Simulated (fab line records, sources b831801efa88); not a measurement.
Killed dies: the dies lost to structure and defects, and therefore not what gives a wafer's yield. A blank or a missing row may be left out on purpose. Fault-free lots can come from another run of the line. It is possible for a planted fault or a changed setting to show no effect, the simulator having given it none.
A lot that was struck, set against a sound lot -- flow sky130 -- 14 steps out of a route of 708
Sound: wafers L741.4, L741.5, L741.6. The struck wafers were L748.2, L748.3, L748.4. At the end, the cause is stated.
Each step with rows lists, per side, the tool, then ch with its chambers, then its first start. Under that, the readings that differ: sound wafers -- struck wafers -- difference of the means -- sigmas: that difference in standard deviations of wafers without a fault.
alike: words and numbers the same on both sides, and readings whose means are apart by under 2 such deviations; not compared: readings that were withheld, readings missing a value for some wafer, numbers with overlapping values and no deviation given by the record, and bounds like >300 which may hide the same value.
A row with sigmas, a row that says differs or no value, or rows on one side alone: a step with any of these is where the two part. Numbers that have no deviation but don't overlap get no sigmas and don't part them. Lack of a reading on every wafer of one side parts them only where that side has two or more wafers.

SKY_CONTACT_THK_MEAS_01:
  sound: filmMetro-01 at day 34 05:20; struck: filmMetro-04 at day 36 10:37
  alike: CONTACT_CVD_00_THK
then, 1 step without rows for these wafers: SKY_CONTACT_HDPCVD_02 (deposits SiO2, target thk 565 nm, time 94.2 s).
SKY_CONTACT_THK_MEAS_03:
  sound: filmMetro-01 at day 34 05:28; struck: filmMetro-02 at day 36 10:45
  alike: CONTACT_HDPCVD_THK
SKY_CONTACT_CMP_04: polishes SiO2.
  sound on cmp-02 ch 1,2, day 34 05:30; struck on cmp-02 ch 1,2,3, day 36 10:51
  alike: motorCurrentA, platenRpm, timeToEndpointS
SKY_CONTACT_BOW_MEAS_05:
  sound: filmMetro-04 at day 34 05:52; struck: filmMetro-01 at day 36 11:07
  alike: CONTACT_BOW
then, 7 steps without rows for these wafers: SKY_CONTACT_DEHYDRATE_06 (time 60 s); SKY_CONTACT_HMDS_07 (prime time 60 s); SKY_CONTACT_COAT_08 (resist thk 60 nm); SKY_CONTACT_COAT_09 (resist thk 450 nm); SKY_CONTACT_SOFTBAKE_10 (time 90 s); SKY_CONTACT_EXPOSE_11 (exposes mask CTM1, target cd 170 nm); SKY_CONTACT_PEB_12.
SKY_CONTACT_DEVELOP_13: develop time 60 s.
  sound on lithoTrack-01 ch 0, day 35 08:00; struck on lithoTrack-01 ch 0, day 37 12:00
reading,sound,struck,difference,sigmas
developerTempC (C),21.00 20.97 21.03,20.26 20.19 20.26,-0.76,-7
exhaustPa (Pa),47.9 46.4 46.8,44.4 44.8 45.4,-2.2,-2
SKY_CONTACT_CD_MEAS_14 targets a cd of 170 nm.
  sound: cdSem-02 at day 35 08:31; struck: cdSem-01 at day 37 12:59
  alike: cdNm

## WHERE THEY PART
Only at SKY_CONTACT_DEVELOP_13, within this record. Later steps at which nothing parts them and some readings are alike: SKY_CONTACT_CD_MEAS_14.

WHY: the cause the simulator had injected
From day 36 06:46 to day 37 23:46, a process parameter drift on lithoTrack-01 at SKY_CONTACT_DEVELOP_13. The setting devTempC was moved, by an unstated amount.
